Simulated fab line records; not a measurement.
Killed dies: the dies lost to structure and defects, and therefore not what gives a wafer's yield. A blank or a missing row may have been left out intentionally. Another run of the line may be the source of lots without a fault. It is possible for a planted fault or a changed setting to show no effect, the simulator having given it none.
Problem report in the 8D (eight disciplines) form, filled by code :: flow sky130 :: the parts of the form that need people (team, actions taken, sign-off) are left out

== 1. WHAT IS WRONG ==
METAL5_ALCU_RS at SKY_METAL5_RS_MEAS_05 reads a mean of 0.0241 ohm/sq on 2 wafers of 2 lots; wafers without a fault read 0.0271 ohm/sq with a standard deviation of 0.00035. That puts it -8.4 standard deviations away from the usual mean.
The step: measures by four-point-probe.
Earliest sighting: wafer L759.2 on film-metro-03 at day 45 22:40. The record has a number at this step for 29 wafers belonging to 11 lots. Rule for "out", or "out of limits": more than 4 standard deviations from the usual mean. All remaining wafers that have a number are taken as sound.

== 2. WHAT IT IS AND WHAT IT IS NOT ==
question: which readings at this step
is: METAL5_ALCU_RS
is not: -

question: which lots
is: L759, L760
is not: L751, L752, L753, L755, L761, L763, L765, L769, L771

question: which wafers of those lots
is: all that have a number
is not: -

question: read on which gauges
is: film-metro-03
is not: film-metro-01, film-metro-02

question: when
is: from day 45 22:40
is not: up to then (12 sound wafers); but 15 sound wafers of L761, L763, L765, L769, L771 came after

== 3. SUSPECTS, AND WHAT RULES EACH OUT ==
Counting: a tool at a process step up to the reading stays a suspect if it ran every lot that is out and no sound lot after the first of them.
- the gauge at SKY_METAL5_RS_MEAS_05 has been ruled out. All the wafers that are out were read on film-metro-03, but those of them that SKY_METAL5_METAL_ETCH_15 has rows for are out there too, on other tools.
- pvd-sputter-02 at SKY_VIA4_SPUTTER_17 (material TiN, target thk 20 nm, time 80 s): ruled out as a lasting fault. Sound lots L769 ran on it after its first lot that is out, L759 (day 45 21:47).
- pvd-sputter-01 at SKY_METAL5_SPUTTER_02 (material AlCu, target thk 1150 nm, time 61.2 s): kept. Every lot that is out went through it, starting with L759 (day 45 22:32), and after that it ran no sound lot; the last sound lot it ran before then is L755 (day 44 18:26).
Left after counting: pvd-sputter-01 at SKY_METAL5_SPUTTER_02.

== 4. THE CAUSE (what the simulator had put in) ==
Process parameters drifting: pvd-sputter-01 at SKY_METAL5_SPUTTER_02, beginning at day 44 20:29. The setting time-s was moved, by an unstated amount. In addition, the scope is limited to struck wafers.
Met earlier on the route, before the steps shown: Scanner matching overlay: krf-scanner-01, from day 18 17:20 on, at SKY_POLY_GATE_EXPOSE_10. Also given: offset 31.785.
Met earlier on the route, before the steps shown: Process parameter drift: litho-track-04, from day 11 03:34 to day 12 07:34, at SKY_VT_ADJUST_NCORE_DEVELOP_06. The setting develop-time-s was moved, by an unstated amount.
Counting left only this tool.

== 5. THE EFFECT CHAIN, in route order ==
Each row: a reading whose mean over the struck wafers that have a number lies more than 3 standard deviations from the usual. Readings are gone through only where the record gives a usual standard deviation; hours: the median, over the lots, of the time from a lot's start at the first step in this table giving one to that lot's start at this step; sigmas: the change measured in usual standard deviations.
hours: 0
step: SKY_METAL5_RS_MEAS_05
reading: METAL5_ALCU_RS
usual: 0.0271 ohm/sq
on struck wafers: 0.0241
change: -0.0030
sigmas: -8.4

hours: 4
step: SKY_METAL5_THK_MEAS_06
reading: METAL5_ALCU_THK
usual: 1123 nm
on struck wafers: 1254
change: +130
sigmas: +8.2

hours: 21
step: SKY_METAL5_METAL_ETCH_15
reading: oes-product-au
usual: 0.894 a.u.
on struck wafers: 0.932
change: +0.038
sigmas: +7.3
The process steps in it:
- SKY_METAL5_METAL_ETCH_15: etches the open film in Cl2/BCl3, stops on SiO2, target depth 1260 nm, time 252 s.

== 6. WHAT WOULD HAVE CAUGHT IT SOONER ==
26 hours passed between the start of the fault at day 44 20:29 and the first reading out of limits at a measuring or inspecting step in this record, taken at day 45 22:40.
No tool reading at SKY_METAL5_SPUTTER_02 that has a usual standard deviation in the record was out on any struck wafer, so an alarm limit of 4 standard deviations on those readings would not have fired.
Of the lots that are out (2), L760 began SKY_METAL5_SPUTTER_02 on pvd-sputter-01 after day 45 22:40. A tool hold placed at that time would have kept it from harm.
